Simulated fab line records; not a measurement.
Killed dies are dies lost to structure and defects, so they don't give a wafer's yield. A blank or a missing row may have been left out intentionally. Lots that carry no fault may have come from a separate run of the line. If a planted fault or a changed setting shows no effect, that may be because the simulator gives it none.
fab line records	flow sky130
record: lots: 12	wafers: 36	last-day: 50
route steps=708 shown METAL2@500 VIA2@515 PAD_OPEN@708
lots untouched by any fault: they come from a run of this same line in which no faults occurred
start-h: start of the lot's first displayed wafer, in hours after the record's first day	wait-h: time in hours since the lot's previous step	" same as the row above	L1.1+2: a single row standing in for several wafers	- either no value or no given start	* or withheld: withheld	< > ~ a bound
route shown NAME@n: names a module that has steps shown in the file, with the first one's number in the route	usual: mean and standard deviation over wafers with no fault	same: alike in all rows	chamber/n: place in a boat	sites: the reading at each site	_std_site: the standard deviation of these	_edge_site: inner sites' mean taken away from outer sites' mean	radius-mm: for every site, how far away it sits from the centre of the wafer	mask NAME#n: copy n	behind: the most recent tool/chamber to have shaped the wafer	hold: the reason the lot was held/the length of the hold in hours/how it ended	device: which transistor (n, p or np) failed to switch	end of line: the same wafers' tests at the end of the route	a step given without rows: its recipe and nothing more	killed: the dies lost at the first sort to structure and to defects; this is not the yield of the wafer	map: per-die view of a wafer (x killed, . not killed, _ where there is no die)
set.NAME: the run value of the setting; set.NAME@STEP: its run value at that earlier step	model.NAME: the simulator's own value behind a step, which no gauge read
steps of the route over a sample of lots; a table a step, a row a wafer
services: when a tool's chamber went out of use (start-h, in hours from the record's first day, below 0 if earlier), for how many hours, and the reason
== steps ==
step: SKY_METAL2_DESCUM_17
recipe: chemistry: O2	source-power-w: 150	bias-power-w: 0	pressure-mtorr: 10	temp-c: 40	time-s: 8
usual: drypump-motor-current-A: 5.5/0.47	oes-product-au: 1.001/0.0075
lot.wafer	tool	chamber	start-h	wait-h	drypump-motor-current-A	oes-product-au	rf-hours-counter-h
L365.2	rie-metal-02	0	854.84	0.0	5.0	1.000	18
L365.3	"	1	"	"	6.1	1.013	-
L365.4	"	0	"	"	4.9	0.990	-
L368.1	rie-metal-02	1	869.24	0.0	6.1	1.008	16
L368.2	"	0	"	"	5.0	0.991	18
L368.3	"	1	"	"	6.1	1.001	-
L367.2	rie-metal-04	1	873.68	0.0	5.8	0.995	0
L367.5	"	0	"	"	5.2	1.001	-
L367.6	"	1	"	"	5.8	0.995	-
L370.1	rie-metal-04	1	887.38	0.0	5.8	1.016	1
L370.5	"	0	"	"	5.2	1.003	-
L370.6	"	1	"	"	5.8	1.012	-
L371.3	rie-metal-02	1	896.85	0.0	6.1	1.004	-
L371.4	"	1	"	"	6.1	1.003	-
L371.6	"	1	"	"	6.1	0.998	-
L372.1	rie-metal-02	1	902.83	0.0	6.1	0.986	18
L372.4	"	1	"	"	6.1	0.992	-
L372.6	"	1	"	"	6.1	0.989	-
L374.1	rie-metal-03	1	918.69	0.0	5.0	1.006	2
L374.2	"	0	"	"	5.3	0.994	3
L374.6	"	1	"	"	4.9	1.005	-
L377.4	rie-metal-03	0	945.75	0.0	5.3	0.989	-
L377.5	"	0	"	"	5.3	0.993	-
L377.6	"	1	"	"	4.9	0.998	-
L379.1	rie-metal-03	1	958.91	0.0	4.9	1.010	4
L379.3	"	1	"	"	4.9	1.010	-
L379.4	"	0	"	"	5.3	1.010	-
L382.2	rie-metal-03	1	968.43	0.0	5.0	1.019	4
L382.3	"	0	"	"	5.3	1.003	-
L382.5	"	1	"	"	5.0	0.998	-
L385.2	rie-metal-04	1	985.93	0.0	5.8	0.990	5
L385.4	"	1	"	"	5.8	0.998	-
L385.5	"	0	"	"	5.2	0.997	-
L387.1	rie-metal-03	0	994.18	0.0	5.3	0.993	7
L387.2	"	1	"	"	5.0	1.000	5
L387.5	"	1	"	"	5.0	1.010	-
step: SKY_METAL2_ETCH_18
recipe: chemistry: N2/H2	target: BARC	ion-energy-ev: 200	bias-w: 100	pressure-mtorr: 30	n2-flow-sccm: 100	h2-flow-sccm: 200	icp-w: 500	stop-on: SiO2	time-s: 45.9	target-depth-a: 600
usual: drypump-motor-current-A: 5.5/0.47	h2-flow-sccm: 199.9/0.58	oes-product-au: 0.854/0.0047	throttle-valve-pct: 13.225/0.0088
lot.wafer	tool	chamber	start-h	wait-h	drypump-motor-current-A	h2-flow-sccm	oes-product-au	rf-hours-counter-h	throttle-valve-pct
L365.2	rie-metal-02	0	854.87	0.0	4.9	200.4	0.852	18	13.226
L365.3	"	1	"	"	6.1	199.8	0.853	-	13.218
L365.4	"	0	"	"	4.9	200.0	0.852	-	13.223
L368.1	rie-metal-02	1	869.27	0.0	6.1	199.5	0.853	16	13.221
L368.2	"	0	"	"	4.9	200.5	0.861	18	13.229
L368.3	"	1	"	"	6.1	199.7	0.861	-	13.227
L367.2	rie-metal-04	1	873.71	0.0	5.8	200.5	0.849	0	13.237
L367.5	"	0	"	"	5.2	200.0	0.852	-	13.227
L367.6	"	1	"	"	5.8	199.3	0.855	-	13.215
L370.1	rie-metal-04	1	887.41	0.0	5.8	200.9	0.859	1	13.225
L370.5	"	0	"	"	5.2	199.3	0.853	-	13.220
L370.6	"	1	"	"	5.8	200.1	0.861	-	13.225
L371.3	rie-metal-02	1	896.94	0.1	6.1	200.7	0.854	-	13.221
L371.4	"	1	"	"	6.1	200.9	0.851	-	13.239
L371.6	"	1	"	"	6.1	199.7	0.851	-	13.228
L372.1	rie-metal-02	1	902.89	0.1	6.1	198.9	0.848	18	13.223
L372.4	"	1	"	"	6.1	200.1	0.849	-	13.232
L372.6	"	1	"	"	6.1	199.2	0.851	-	13.221
L374.1	rie-metal-03	1	918.72	0.0	5.0	200.2	0.852	2	13.232
L374.2	"	0	"	"	5.3	199.1	0.853	3	13.216
L374.6	"	1	"	"	4.9	198.9	0.854	-	13.214
L377.4	rie-metal-03	0	945.79	0.0	5.3	199.5	0.860	-	13.222
L377.5	"	0	"	"	5.4	200.1	0.858	-	13.230
L377.6	"	1	"	"	5.0	200.0	0.863	-	13.208
L379.1	rie-metal-03	1	958.95	0.0	5.0	199.8	0.853	4	13.230
L379.3	"	1	"	"	4.9	200.7	0.853	-	13.202
L379.4	"	0	"	"	5.4	200.7	0.850	-	13.217
L382.2	rie-metal-03	1	968.46	0.0	5.0	199.4	0.855	4	13.226
L382.3	"	0	"	"	5.3	200.2	0.853	-	13.230
L382.5	"	1	"	"	5.0	201.3	0.862	-	13.221
L385.2	rie-metal-04	1	985.96	0.0	5.8	199.5	0.851	5	13.237
L385.4	"	1	"	"	5.8	200.1	0.855	-	13.213
L385.5	"	0	"	"	5.2	199.2	0.848	-	13.228
L387.1	rie-metal-03	0	994.21	0.0	5.3	200.6	0.850	7	13.220
L387.2	"	1	"	"	5.0	200.2	0.855	5	13.224
L387.5	"	1	"	"	5.0	199.9	0.862	-	13.233
step: SKY_VIA2_SOFTBAKE_08
recipe: temp-c: 100	time-s: 90	resist: KrF-thick
usual: heater-power-total-W: 57.36/0.12	run-length-s: 119.36/0.2
lot.wafer	tool	chamber	start-h	wait-h	heater-power-total-W	run-length-s
L365.2	litho-track-03	0	869	-	57.38	119.47
L365.3	"	0	"	"	57.59	119.76
L365.4	"	0	"	"	57.51	119.43
L368.1	litho-track-01	0	883	-	57.19	118.94
L368.2	"	0	"	"	57.38	119.07
L368.3	"	0	"	"	57.44	119.21
L367.2	litho-track-03	0	888	-	57.41	119.61
L367.5	"	0	"	"	57.41	119.33
L367.6	"	0	"	"	57.39	119.48
L370.1	litho-track-01	0	902	-	57.55	119.01
L370.5	"	0	"	"	57.44	119.32
L370.6	"	0	"	"	57.59	119.05
L371.3	litho-track-04	0	911	-	57.30	119.42
L371.4	"	0	"	"	57.53	119.43
L371.6	"	0	"	"	57.26	119.53
L372.1	litho-track-04	0	917	-	57.37	119.60
L372.4	"	0	"	"	57.14	119.41
L372.6	"	0	"	"	57.28	119.35
L374.1	litho-track-03	0	932	-	57.27	119.67
L374.2	"	0	"	"	57.25	119.55
L374.6	"	0	933	-	57.47	119.40
L377.4	litho-track-04	0	959	-	57.20	119.49
L377.5	"	0	"	"	57.21	119.52
L377.6	"	0	"	"	57.41	119.44
L379.1	litho-track-04	0	972	-	60.22	107.06
L379.3	"	0	"	"	60.32	106.89
L379.4	"	0	"	"	60.31	107.21
L382.2	litho-track-04	0	981	-	57.38	119.36
L382.3	"	0	982	-	60.38	106.85
L382.5	"	0	"	"	57.50	119.39
L385.2	litho-track-01	0	998	-	57.26	118.95
L385.4	"	0	"	"	57.32	119.08
L385.5	"	0	"	"	57.51	119.21
L387.1	litho-track-01	0	1006	-	57.18	119.03
L387.2	"	0	"	"	57.32	119.11
L387.5	"	0	"	"	57.29	119.01
step: SKY_VIA2_SPUTTER_20
recipe: material: TiN	target-thk-nm: 20	chamber-pressure-pa: 5	power-w: 4000	time-s: 80
usual: throttle-valve-pct: 29.8/0.89
lot.wafer	tool	chamber	start-h	wait-h	throttle-valve-pct
L365.2	pvd-sputter-03	-	883.33	0.0	29.7
L365.3	"	-	"	"	30.6
L365.4	"	-	"	"	29.4
L368.1	pvd-sputter-01	-	897.66	0.0	29.9
L368.2	"	-	"	"	28.5
L368.3	"	-	"	"	29.9
L367.2	pvd-sputter-02	-	902.56	0.0	28.1
L367.5	"	-	"	"	30.2
L367.6	"	-	"	"	28.2
L370.1	pvd-sputter-01	-	916.24	0.0	30.0
L370.5	"	-	"	"	30.9
L370.6	"	-	"	"	28.4
L371.3	pvd-sputter-02	-	925.85	0.0	29.9
L371.4	"	-	"	"	30.3
L371.6	"	-	"	"	28.3
L372.1	pvd-sputter-03	-	931.04	0.0	29.8
L372.4	"	-	"	"	30.7
L372.6	"	-	"	"	29.3
L374.1	pvd-sputter-02	-	946.79	0.0	29.9
L374.2	"	-	"	"	28.2
L374.6	"	-	"	"	30.1
L377.4	pvd-sputter-01	-	973.14	0.0	29.8
L377.5	"	-	"	"	30.0
L377.6	"	-	"	"	30.0
L379.1	pvd-sputter-01	-	985.48	0.0	28.4
L379.3	"	-	"	"	30.8
L379.4	"	-	"	"	29.9
L382.2	pvd-sputter-02	-	994.20	0.0	28.4
L382.3	"	-	"	"	30.9
L382.5	"	-	"	"	28.3
L385.2	pvd-sputter-01	-	1009.87	0.0	29.8
L385.4	"	-	"	"	30.1
L385.5	"	-	"	"	30.2
L387.1	pvd-sputter-01	-	1017.67	0.0	30.0
L387.2	"	-	"	"	30.6
L387.5	"	-	"	"	28.3
step: SKY_PAD_OPEN_PROBE_99
usual: defect-limited-yield: 82.1/2	killed_at_M0_to_M3: 43/6.4	killed_at_M4_up: 3.2/1.8	killed-at-contacts: 25/5.5	killed-at-front-end: 16/5.2	killed-at-other: 0.3/0.49	killed-dies: 88/10	killed-open: 48/7	killed-short: 40/7.1	sort_bin_3_pad_short: 0.9/0.42	sort_bin_5_function: 10.5/1.6	sort_bin_6_memory: 6.5/1.2	sort-n-pass: 404/10	sort-yield-pct: 82.1/2
same: gross-dies: 492	killed-at-back-side: 0	sort_bin_4_leakage[%]: 0	sort_bin_8_speed[%]: 0
lot.wafer	tool	chamber	start-h	wait-h	defect-limited-yield[%]	killed_at_M0_to_M3	killed_at_M4_up	killed-at-contacts	killed-at-front-end	killed-at-other	killed-dies	killed-open	killed-short	sort_bin_3_pad_short[%]	sort_bin_5_function[%]	sort_bin_6_memory[%]	sort-n-pass	sort-yield-pct[%]
L365.2	prober-01	-	1102.08	0.1	84.1	51	2	17	8	0	78	39	39	0.6	10.2	5.1	414	84.1
L365.3	prober-01	-	1102.13	0.2	81.1	35	8	34	15	1	93	58	35	1.2	10.8	6.9	399	81.1
L365.4	prober-01	-	1102.18	0.2	81.5	49	3	32	7	0	91	47	44	1.0	10.4	7.1	401	81.5
L368.1	prober-01	-	1112.39	0.1	81.9	46	3	25	15	0	89	49	40	1.2	9.3	7.5	403	81.9
L368.2	prober-01	-	1112.44	0.1	83.7	48	3	20	9	0	80	45	35	0.4	9.6	6.3	412	83.7
L368.3	prober-01	-	1112.49	0.2	82.9	33	8	26	16	1	84	41	43	1.0	10.0	6.1	408	82.9
L367.2	prober-02	-	1115.60	0.1	83.1	44	2	28	9	0	83	53	30	1.0	10.4	5.5	409	83.1
L367.5	prober-02	-	1115.75	0.2	84.1	50	1	16	11	0	78	37	41	0.4	10.6	4.9	414	84.1
L367.6	prober-02	-	1115.80	0.2	81.1	53	3	24	13	0	93	51	42	0.4	11.2	7.3	399	81.1
L370.1	prober-02	-	1126.74	0.1	82.5	44	3	20	19	0	86	51	35	1.0	9.3	7.1	406	82.5
L370.5	prober-02	-	1126.94	0.2	81.5	51	1	21	16	2	91	52	39	0.2	9.8	8.5	401	81.5
L370.6	prober-02	-	1126.99	0.2	79.3	44	3	23	31	1	102	62	40	1.0	12.6	7.1	390	79.3
L371.3	prober-01	-	1134.97	0.2	82.3	34	2	35	15	1	87	49	38	0.8	8.7	8.1	405	82.3
L371.4	prober-01	-	1135.02	0.2	84.3	42	3	16	16	0	77	48	29	1.0	7.9	6.7	415	84.3
L371.6	prober-01	-	1135.12	0.2	83.1	51	1	14	17	0	83	47	36	0.6	9.1	7.1	409	83.1
L372.1	prober-02	-	1136.94	0.1	79.3	47	6	28	20	1	102	52	50	0.8	13.8	6.1	390	79.3
L372.4	prober-02	-	1137.09	0.2	81.5	41	5	24	21	0	91	45	46	0.8	12.6	5.1	401	81.5
L372.6	prober-02	-	1137.19	0.2	81.3	49	4	25	13	1	92	46	46	1.0	10.8	6.9	400	81.3
L374.1	prober-02	-	1150.15	0.1	81.7	48	2	25	15	0	90	48	42	0.8	10.8	6.7	402	81.7
L374.2	prober-02	-	1150.20	0.1	77.8	57	5	34	12	1	109	56	53	1.0	14.2	6.9	383	77.8
L374.6	prober-02	-	1150.40	0.2	83.5	41	3	24	13	0	81	48	33	0.4	9.8	6.3	411	83.5
L377.4	prober-01	-	1171.79	0.2	78.3	48	3	32	24	0	107	51	56	1.2	13.4	7.1	385	78.3
L377.5	prober-01	-	1171.84	0.2	82.1	41	6	29	12	0	88	49	39	1.0	11.0	5.9	404	82.1
L377.6	prober-01	-	1171.89	0.2	82.9	40	1	29	13	1	84	46	38	0.6	8.7	7.7	408	82.9
L379.1	prober-02	-	1178.85	0.1	83.3	39	7	17	19	0	82	41	41	0.4	11.4	4.9	410	83.3
L379.3	prober-02	-	1178.95	0.2	81.1	42	1	26	24	0	93	48	45	1.0	10.8	7.1	399	81.1
L379.4	prober-02	-	1179.00	0.2	84.3	34	5	27	11	0	77	48	29	1.2	8.9	5.5	415	84.3
L382.2	prober-01	-	1188.40	0.1	81.1	49	6	15	23	0	93	51	42	1.0	9.6	8.3	399	81.1
L382.3	prober-01	-	1188.45	0.2	81.5	39	4	24	24	0	91	49	42	1.2	11.8	5.5	401	81.5
L382.5	prober-01	-	1188.55	0.2	80.1	49	3	26	20	0	98	59	39	1.0	11.6	7.3	394	80.1
L385.2	prober-02	-	1199.21	0.1	81.3	54	0	19	19	0	92	53	39	0.8	10.8	7.1	400	81.3
L385.4	prober-02	-	1199.31	0.2	83.3	40	6	23	13	0	82	40	42	1.4	10.8	4.5	410	83.3
L385.5	prober-02	-	1199.36	0.2	82.5	50	4	20	11	1	86	42	44	0.6	11.0	5.9	406	82.5
L387.1	prober-01	-	1206.95	0.1	82.3	35	3	26	23	0	87	44	43	1.4	9.8	6.5	405	82.3
L387.2	prober-01	-	1207.00	0.1	85.4	36	4	18	14	0	72	39	33	1.4	9.3	3.9	420	85.4
L387.5	prober-01	-	1207.15	0.2	79.3	47	4	31	19	1	102	47	55	1.2	11.4	8.1	390	79.3
killed by level:class
L365.2 VIA1:geometric-particle:open=9 METAL2:geometric-particle:short=9 CONTACT:geometric-particle:open=8 VIA1:geometric-particle:short=7 LI_CONTACT:geometric-particle:open=5 METAL1:geometric-particle:short=5 VIA3:geometric-particle:short=5 VIA3:geometric-particle:open=5
L365.3 CONTACT:geometric-particle:open=14 VIA1:geometric-particle:open=12 POLY_GATE:geometric-particle:open=6 LI_CONTACT:geometric-particle:open=6 CONTACT:geometric-particle:short=5 LOCAL_INTERCONNECT:geometric-particle:short=4 VIA3:geometric-particle:short=4 VIA1:geometric-particle:short=4
L365.4 VIA1:geometric-particle:open=10 CONTACT:geometric-particle:short=9 CONTACT:geometric-particle:open=9 VIA3:geometric-particle:open=9 METAL1:geometric-particle:short=7 LI_CONTACT:geometric-particle:open=6 VIA3:geometric-particle:short=4 LOCAL_INTERCONNECT:geometric-particle:short=4
L368.1 VIA1:geometric-particle:open=14 VIA2:geometric-particle:open=8 CONTACT:geometric-particle:open=7 VIA1:geometric-particle:short=7 LI_CONTACT:geometric-particle:short=6 VIA3:geometric-particle:open=6 METAL1:geometric-particle:short=5 LI_CONTACT:geometric-particle:open=5
L368.2 VIA1:geometric-particle:open=12 LI_CONTACT:geometric-particle:open=7 VIA1:geometric-particle:short=7 VIA2:geometric-particle:open=6 CONTACT:geometric-particle:open=5 METAL1:geometric-particle:short=5 VIA3:geometric-particle:open=5 METAL3:geometric-particle:short=4
L368.3 VIA3:geometric-particle:open=10 CONTACT:geometric-particle:open=8 LI_CONTACT:geometric-particle:open=7 METAL4:geometric-particle:short=7 FIELD_ISO:geometric-particle:short=6 LOCAL_INTERCONNECT:geometric-particle:short=5 VIA1:geometric-particle:open=4 FIELD_ISO:geometric-particle:open=3
L367.2 VIA1:geometric-particle:open=11 CONTACT:geometric-particle:open=10 LI_CONTACT:geometric-particle:open=9 VIA2:geometric-particle:open=7 VIA3:geometric-particle:open=7 METAL1:geometric-particle:short=5 VIA1:geometric-particle:short=5 LOCAL_INTERCONNECT:geometric-particle:short=3
L367.5 VIA2:geometric-particle:open=11 CONTACT:geometric-particle:open=8 METAL1:geometric-particle:short=7 VIA1:geometric-particle:open=6 METAL2:geometric-particle:short=5 VIA3:geometric-particle:short=5 FIELD_ISO:geometric-particle:short=4 METAL3:geometric-particle:short=4
L367.6 VIA3:geometric-particle:open=12 VIA2:geometric-particle:open=9 CONTACT:geometric-particle:open=8 METAL2:geometric-particle:short=8 VIA1:geometric-particle:open=7 VIA1:geometric-particle:short=7 CONTACT:geometric-particle:short=6 FIELD_ISO:geometric-particle:open=4
L370.1 CONTACT:geometric-particle:open=14 VIA1:geometric-particle:open=11 VIA1:geometric-particle:short=6 FIELD_ISO:geometric-particle:open=5 FIELD_ISO:geometric-particle:short=5 METAL3:geometric-particle:short=5 VIA2:geometric-particle:open=4 VIA3:geometric-particle:open=4
L370.5 VIA1:geometric-particle:open=17 CONTACT:geometric-particle:open=12 VIA1:geometric-particle:short=11 FIELD_ISO:geometric-particle:open=6 FIELD_ISO:geometric-particle:short=5 LI_CONTACT:geometric-particle:open=5 VIA2:geometric-particle:open=5 VIA2:geometric-particle:short=4
L370.6 VIA1:geometric-particle:open=17 FIELD_ISO:geometric-particle:short=8 CONTACT:geometric-particle:open=8 LI_CONTACT:geometric-particle:open=7 VIA3:geometric-particle:open=7 FIELD_ISO:geometric-particle:open=6 POLY_GATE:geometric-particle:open=5 VIA2:geometric-particle:open=5
L371.3 CONTACT:geometric-particle:open=14 VIA2:geometric-particle:open=9 CONTACT:geometric-particle:short=8 POLY_GATE:geometric-particle:short=7 LI_CONTACT:geometric-particle:open=7 METAL1:geometric-particle:short=5 VIA1:geometric-particle:open=5 VIA3:geometric-particle:open=5
L371.4 VIA2:geometric-particle:open=15 VIA1:geometric-particle:open=8 CONTACT:geometric-particle:short=6 POLY_GATE:geometric-particle:open=5 METAL1:geometric-particle:short=4 VIA3:geometric-particle:open=4 METAL2:geometric-particle:short=3 VIA2:geometric-particle:short=3
L371.6 VIA2:geometric-particle:open=13 VIA1:geometric-particle:open=10 CONTACT:geometric-particle:open=7 METAL1:geometric-particle:short=6 FIELD_ISO:geometric-particle:short=5 FIELD_ISO:geometric-particle:open=5 METAL3:geometric-particle:short=4 VIA3:geometric-particle:short=4
L372.1 CONTACT:geometric-particle:short=10 VIA3:geometric-particle:open=10 METAL1:geometric-particle:short=8 VIA1:geometric-particle:open=8 CONTACT:geometric-particle:open=8 VIA2:geometric-particle:open=6 LOCAL_INTERCONNECT:geometric-particle:short=5 FIELD_ISO:geometric-particle:open=4
L372.4 CONTACT:geometric-particle:open=10 VIA1:geometric-particle:open=8 POLY_GATE:geometric-particle:short=6 LI_CONTACT:geometric-particle:open=6 METAL1:geometric-particle:short=6 METAL2:geometric-particle:short=5 VIA1:geometric-particle:short=5 VIA2:geometric-particle:open=5
L372.6 VIA1:geometric-particle:open=12 METAL2:geometric-particle:short=10 CONTACT:geometric-particle:open=8 LI_CONTACT:geometric-particle:open=7 VIA3:geometric-particle:open=6 POLY_GATE:geometric-particle:short=5 CONTACT:geometric-particle:short=5 VIA2:geometric-particle:open=5
L374.1 VIA1:geometric-particle:open=12 VIA2:geometric-particle:open=8 POLY_GATE:geometric-particle:short=7 LI_CONTACT:geometric-particle:open=7 LOCAL_INTERCONNECT:geometric-particle:short=7 CONTACT:geometric-particle:open=5 METAL1:geometric-particle:short=5 METAL2:geometric-particle:short=5
L374.2 VIA1:geometric-particle:open=14 LI_CONTACT:geometric-particle:open=9 METAL2:geometric-particle:short=9 VIA3:geometric-particle:open=8 LI_CONTACT:geometric-particle:short=7 LOCAL_INTERCONNECT:geometric-particle:short=7 METAL1:geometric-particle:short=7 CONTACT:geometric-particle:open=6
L374.6 VIA1:geometric-particle:open=9 CONTACT:geometric-particle:open=8 LI_CONTACT:geometric-particle:open=7 FIELD_ISO:geometric-particle:open=6 CONTACT:geometric-particle:short=6 VIA2:geometric-particle:open=6 VIA3:geometric-particle:open=6 VIA1:geometric-particle:short=5
L377.4 CONTACT:geometric-particle:open=11 LI_CONTACT:geometric-particle:open=9 CONTACT:geometric-particle:short=8 METAL1:geometric-particle:short=7 POLY_GATE:geometric-particle:short=6 VIA1:geometric-particle:open=6 VIA2:geometric-particle:open=6 FIELD_ISO:geometric-particle:short=5
L377.5 CONTACT:geometric-particle:open=13 VIA1:geometric-particle:open=12 LI_CONTACT:geometric-particle:open=7 CONTACT:geometric-particle:short=6 METAL1:geometric-particle:short=5 VIA1:geometric-particle:short=5 FIELD_ISO:geometric-particle:short=4 METAL2:geometric-particle:short=4
L377.6 CONTACT:geometric-particle:open=11 LI_CONTACT:geometric-particle:open=9 VIA1:geometric-particle:open=8 METAL1:geometric-particle:short=7 CONTACT:geometric-particle:short=7 VIA2:geometric-particle:open=6 METAL2:geometric-particle:short=4 VIA3:geometric-particle:short=4
L379.1 VIA1:geometric-particle:open=10 METAL2:geometric-particle:short=6 CONTACT:geometric-particle:short=5 VIA3:geometric-particle:open=5 METAL4:geometric-particle:short=5 FIELD_ISO:geometric-particle:open=4 FIELD_ISO:geometric-particle:short=4 POLY_GATE:geometric-particle:open=4
L379.3 VIA1:geometric-particle:open=10 LI_CONTACT:geometric-particle:open=7 LOCAL_INTERCONNECT:geometric-particle:short=7 FIELD_ISO:geometric-particle:open=6 CONTACT:geometric-particle:open=6 METAL3:geometric-particle:short=6 FIELD_ISO:geometric-particle:short=5 VIA1:geometric-particle:short=5
L379.4 CONTACT:geometric-particle:open=8 VIA3:geometric-particle:open=7 LI_CONTACT:geometric-particle:open=7 VIA1:geometric-particle:open=7 LOCAL_INTERCONNECT:geometric-particle:short=6 METAL1:geometric-particle:short=4 VIA2:geometric-particle:open=4 FIELD_ISO:geometric-particle:open=3
L382.2 VIA2:geometric-particle:open=10 VIA1:geometric-particle:open=9 METAL1:geometric-particle:short=9 FIELD_ISO:geometric-particle:open=8 POLY_GATE:geometric-particle:open=5 LI_CONTACT:geometric-particle:open=5 METAL3:geometric-particle:short=5 CONTACT:geometric-particle:open=4
L382.3 VIA1:geometric-particle:open=11 LI_CONTACT:geometric-particle:open=6 CONTACT:geometric-particle:open=6 FIELD_ISO:geometric-particle:short=5 FIELD_ISO:geometric-particle:open=5 POLY_GATE:geometric-particle:short=5 METAL1:geometric-particle:short=5 LOCAL_INTERCONNECT:geometric-particle:short=5
L382.5 VIA1:geometric-particle:open=14 LI_CONTACT:geometric-particle:open=12 METAL1:geometric-particle:short=10 CONTACT:geometric-particle:open=7 FIELD_ISO:geometric-particle:short=5 POLY_GATE:geometric-particle:open=5 VIA2:geometric-particle:open=5 FIELD_ISO:geometric-particle:open=4
L385.2 VIA1:geometric-particle:open=14 CONTACT:geometric-particle:open=13 VIA2:geometric-particle:open=9 VIA1:geometric-particle:short=7 METAL1:geometric-particle:short=6 FIELD_ISO:geometric-particle:open=5 METAL2:geometric-particle:short=5 VIA2:geometric-particle:short=5
L385.4 VIA1:geometric-particle:open=7 LI_CONTACT:geometric-particle:open=6 CONTACT:geometric-particle:open=6 VIA3:geometric-particle:open=6 METAL4:geometric-particle:short=5 VIA1:geometric-particle:short=5 METAL2:geometric-particle:short=5 VIA2:geometric-particle:open=5
L385.5 METAL1:geometric-particle:short=10 LI_CONTACT:geometric-particle:open=7 VIA3:geometric-particle:open=7 VIA2:geometric-particle:open=7 CONTACT:geometric-particle:short=6 METAL2:geometric-particle:short=6 CONTACT:geometric-particle:open=5 VIA1:geometric-particle:short=4
L387.1 CONTACT:geometric-particle:open=11 VIA2:geometric-particle:open=8 METAL2:geometric-particle:short=7 POLY_GATE:geometric-particle:short=6 VIA1:geometric-particle:open=6 FIELD_ISO:geometric-particle:short=4 POLY_GATE:geometric-particle:open=4 SPACER:geometric-particle:short=4
L387.2 CONTACT:geometric-particle:open=9 METAL2:geometric-particle:short=7 VIA3:geometric-particle:open=6 FIELD_ISO:geometric-particle:open=5 LOCAL_INTERCONNECT:geometric-particle:short=4 METAL1:geometric-particle:short=4 VIA1:geometric-particle:short=4 VIA1:geometric-particle:open=4
L387.5 CONTACT:geometric-particle:short=10 VIA1:geometric-particle:open=10 LI_CONTACT:geometric-particle:open=8 VIA1:geometric-particle:short=8 CONTACT:geometric-particle:open=7 FIELD_ISO:geometric-particle:open=6 VIA3:geometric-particle:open=6 POLY_GATE:geometric-particle:short=5
== services ==
tool	chamber	start-h	hours	kind
rie-metal-04	-	830.99	1.4	pm
rie-metal-04	1	839.03	-	clean
rie-metal-04	1	839.03	29.8	scheduled-down
rie-metal-04	1	839.03	29.8	vent-cycle
rie-metal-03	1	849.05	-	clean
rie-metal-03	1	849.05	14.5	scheduled-down
rie-metal-03	1	849.05	14.5	vent-cycle
pvd-sputter-03	-	858.97	9.0	repair
rie-metal-02	0	883.91	3.9	repair
rie-metal-02	0	895.10	-	clean
rie-metal-02	0	895.10	19.6	scheduled-down
rie-metal-02	0	895.10	19.6	vent-cycle
pvd-sputter-03	-	922.83	1.7	repair
pvd-sputter-02	-	929.69	2.3	repair
rie-metal-02	1	932.80	-	clean
rie-metal-02	1	932.80	16.8	scheduled-down
rie-metal-02	1	932.80	16.8	vent-cycle
rie-metal-04	-	944.86	0.6	repair
pvd-sputter-03	-	972.80	3.2	repair
rie-metal-02	-	989.58	2.2	repair
pvd-sputter-03	-	996.23	3.2	repair
== key ==
first-sign: step: SKY_VIA2_SOFTBAKE_08	reading: run-length-s	direction: down	sigmas: 62	usual: *	struck: *
effect: step: SKY_VIA2_SOFTBAKE_08	reading: heater-power-total-W	direction: up	sigmas: 24	usual: *	struck: *
met-at SKY_VIA2_SOFTBAKE_08
struck-lots L379,L382
struck-wafers L379.1,L379.3,L379.4,L382.3
not-acting-at SKY_METAL2_DESCUM_17,SKY_METAL2_ETCH_18,SKY_VIA2_SPUTTER_20
onset-between 959 972
fault: kind: process-parameter-drift	tool: litho-track-04	chamber: -	onset-h: 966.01	steps: SKY_VIA2_SOFTBAKE_08	channel: time-s	offset: *	shape: step	end-h: 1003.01	scope: struck-wafers-only	acts-in: *	stated: *
